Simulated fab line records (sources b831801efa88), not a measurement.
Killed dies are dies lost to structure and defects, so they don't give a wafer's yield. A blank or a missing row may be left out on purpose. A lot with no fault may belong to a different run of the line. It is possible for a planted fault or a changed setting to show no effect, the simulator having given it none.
Matching of chambers / flow gf180mcu / 3 sister chambers for GF_V2_CVD_02 on pecvd-04
The step deposits SiO2 from TEOS, target thk 850 nm, time 94.851 s. 16 wafers are shown with their chamber, then 8 later ones without.

## WAFERS PAIRED WITH THEIR CHAMBERS
wafer=L075.1; chamber=0; heater-power-w (W)=574
wafer=L075.5; chamber=0; heater-power-w (W)=670
wafer=L075.6; chamber=2; heater-power-w (W)=557
wafer=L077.2; chamber=2; heater-power-w (W)=628
wafer=L077.3; chamber=1; heater-power-w (W)=619
wafer=L077.4; chamber=0; heater-power-w (W)=647
wafer=L078.1; chamber=0; heater-power-w (W)=660
wafer=L078.2; chamber=2; heater-power-w (W)=654
wafer=L078.3; chamber=2; heater-power-w (W)=707
wafer=L080.1; chamber=0; heater-power-w (W)=653
wafer=L080.3; chamber=1; heater-power-w (W)=685
wafer=L080.4; chamber=0; heater-power-w (W)=671
wafer=L081.1; chamber=2; heater-power-w (W)=721
wafer=L081.2; chamber=1; heater-power-w (W)=627
wafer=L081.3; chamber=0; heater-power-w (W)=657
wafer=L081.4; chamber=0; heater-power-w (W)=700

SIGNATURES, as means of the wafers listed above
reading=heater-power-w; chamber 0=654.00; chamber 1=643.67; chamber 2=653.40; scatter within a chamber=47.3
Rule: for a wafer and a chamber, the distance is found by dividing, reading by reading, the gap between the wafer's reading and the chamber's mean by the reading's scatter, squaring, summing and taking the root. The wafer belongs to the nearest chamber; if the next one is less than 2 further off, it can't be placed. The scatter: the root of (the sum of the squares of (reading less its chamber's mean) over the shown wafers, divided by (wafers less chambers)).

## WAFERS WHOSE CHAMBER IS MISSING
wafer=L081.5; heater-power-w (W)=664
wafer=L081.6; heater-power-w (W)=557
wafer=L082.1; heater-power-w (W)=674
wafer=L082.2; heater-power-w (W)=645
wafer=L082.4; heater-power-w (W)=660
wafer=L084.4; heater-power-w (W)=716
wafer=L084.5; heater-power-w (W)=635
wafer=L084.6; heater-power-w (W)=662

## WHICH CHAMBER EACH WENT THROUGH
wafer=L081.5; from the rows above=can't be placed: 0 or 2 or 1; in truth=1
wafer=L081.6; from the rows above=can't be placed: 1 or 2 or 0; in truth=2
wafer=L082.1; from the rows above=can't be placed: 0 or 2 or 1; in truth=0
wafer=L082.2; from the rows above=can't be placed: 1 or 2 or 0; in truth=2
wafer=L082.4; from the rows above=can't be placed: 0 or 2 or 1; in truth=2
wafer=L084.4; from the rows above=can't be placed: 0 or 2 or 1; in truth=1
wafer=L084.5; from the rows above=can't be placed: 1 or 2 or 0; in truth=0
wafer=L084.6; from the rows above=can't be placed: 0 or 2 or 1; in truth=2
Placed correctly: 0 of 8. Not placeable from these rows: 8 (in 8, the candidates include the true chamber). Number placed wrongly: 0.
